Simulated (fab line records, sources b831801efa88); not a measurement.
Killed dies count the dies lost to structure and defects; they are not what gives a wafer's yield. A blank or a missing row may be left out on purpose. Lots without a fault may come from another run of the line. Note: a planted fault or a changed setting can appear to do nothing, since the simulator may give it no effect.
A lot that was struck, set against a sound lot :: flow sky130 :: 15 steps out of a route of 708
Sound: wafers L343.2, L343.3, L343.4. Struck: wafer L353.1 (left out: L353.2, L353.4 of the same lot, which were not struck); the cause appears at the end.
At each step with rows: each side's tool, then ch and its chambers, then its first start. Under that, the readings that differ: sound wafers :: struck wafers :: difference of the means :: sigmas: that difference in standard deviations of wafers without a fault.
alike: same words and numbers on both sides, and readings whose means sit less than 2 such deviations apart. not compared: any withheld reading, any reading some wafer has no value for, any bound like >300 that may hide the same value, and any number with overlapping values for which the record gives no deviation.
The two part at a step that has a row with sigmas, a row that says differs or no value, or rows on one side only. Non-overlapping numbers with no deviation appear without sigmas and do not part them. A reading that every wafer of one side lacks parts them only if that side has two wafers or more.

SKY_VIA4_OVL_MEAS_11:
  sound on overlay-02, day 43 16:20; struck on overlay-01, day 46 02:49
  alike: VIA4_OVL
SKY_VIA4_ETCH_12: etches SiO2 in C4F8/O2/Ar, stops on TiN, target depth 580 nm.
  sound on rie_diel-03 ch 0,1,3, day 43 16:22; struck on rie_diel-04 ch 1, day 46 02:50
  alike: bias_w, oes_product_au
SKY_VIA4_STRIP_13: strips in O2/N2.
  sound on plasma_asher-04 ch 0,1, day 43 16:26; struck on plasma_asher-01 ch 1, day 46 02:55
  alike: drypump_motor_current_A, oes_product_au, strip_time_to_endpoint_s
  not compared: rf_hours_counter_h
then, 3 steps without rows for these wafers: SKY_VIA4_STRIP_14 (strips in post etch residue remover, time 1200 s); SKY_VIA4_CLEAN_15 (cleans in IPA, time 180 s); SKY_VIA4_CLEAN_16 (cleans in O3/DIW).
SKY_VIA4_SPUTTER_17: material TiN, target thk 20 nm, time 80 s.
  sound on pvd_sputter-03, day 43 17:02; struck on pvd_sputter-02, day 46 03:33
  alike: cathode_dc_power_W, throttle_valve_pct
SKY_VIA4_CVD_18: deposits W, target thk 505 nm, time 152.14 s.
  sound on cvd_w-01 ch 1, day 43 17:08; struck on cvd_w-01 ch 0, day 46 03:43
  alike: heater_power_w, susceptor_temp_C
SKY_VIA4_RS_MEAS_19: the measuring method here is four-point-probe.
  sound on film_metro-02, day 43 17:25; struck on film_metro-03, day 46 03:52
  alike: VIA4_W_RS
SKY_VIA4_THK_MEAS_20: measures by xrf.
  sound on film_metro-02, day 43 17:31; struck on film_metro-03, day 46 03:59
  alike: VIA4_W_THK
then, 2 steps without rows for these wafers: SKY_VIA4_CMP_21 (polishes, stops on SiO2, t overpolish 25 s, target thk 0 nm); SKY_METAL5_SPUTTER_00 (material Ti, target thk 15 nm, time 10 s).
SKY_METAL5_SPUTTER_01: material TiN, target thk 20 nm, time 16.7 s.
  sound on pvd_sputter-02, day 43 17:53; struck on pvd_sputter-04, day 46 04:34
reading: cathode_dc_power_W (W)
sound: 6500.0 6500.7 6500.4
struck: 5956.2
difference: -544.2
sigmas: -99 or more

reading: model.TiN_of_METAL5_SPUTTER_01.thk_nm (nm)
sound: 19.67 19.62 20.11
struck: 18.48
difference: -1.32
sigmas: 
  alike: throttle_valve_pct
SKY_METAL5_SPUTTER_02: material AlCu, target thk 1150 nm, time 61.2 s.
  sound on pvd_sputter-02, day 43 17:55; struck on pvd_sputter-04, day 46 04:35
  alike: cathode_dc_power_W, throttle_valve_pct
-- the record jumps here: 3 days lie between the struck wafers' starts before and after (it left off in module METAL5 and takes up again in module PAD_OPEN, whose first step shown is number 708 of the route) --
SKY_PAD_OPEN_PROBE_99:
  sound on prober-02, day 46 13:53; struck on prober-01, day 48 18:28
  alike: defect_limited_yield, killed_at_M0_to_M3, killed_at_M4_up, killed_at_contacts, killed_at_front_end, killed_at_other, killed_dies, killed_open, killed_short, sort_bin_3_pad_short, sort_bin_5_function, sort_bin_6_memory, sort_n_pass, sort_yield_pct

## WHERE THEY PART
SKY_METAL5_SPUTTER_01 only, going by this record. Later steps at which nothing parts them and some readings are alike: SKY_METAL5_SPUTTER_02, SKY_PAD_OPEN_PROBE_99.

WHY: what had been put in by the simulator
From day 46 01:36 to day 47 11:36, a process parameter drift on pvd_sputter-04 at SKY_METAL5_SPUTTER_01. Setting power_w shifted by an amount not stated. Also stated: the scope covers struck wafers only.
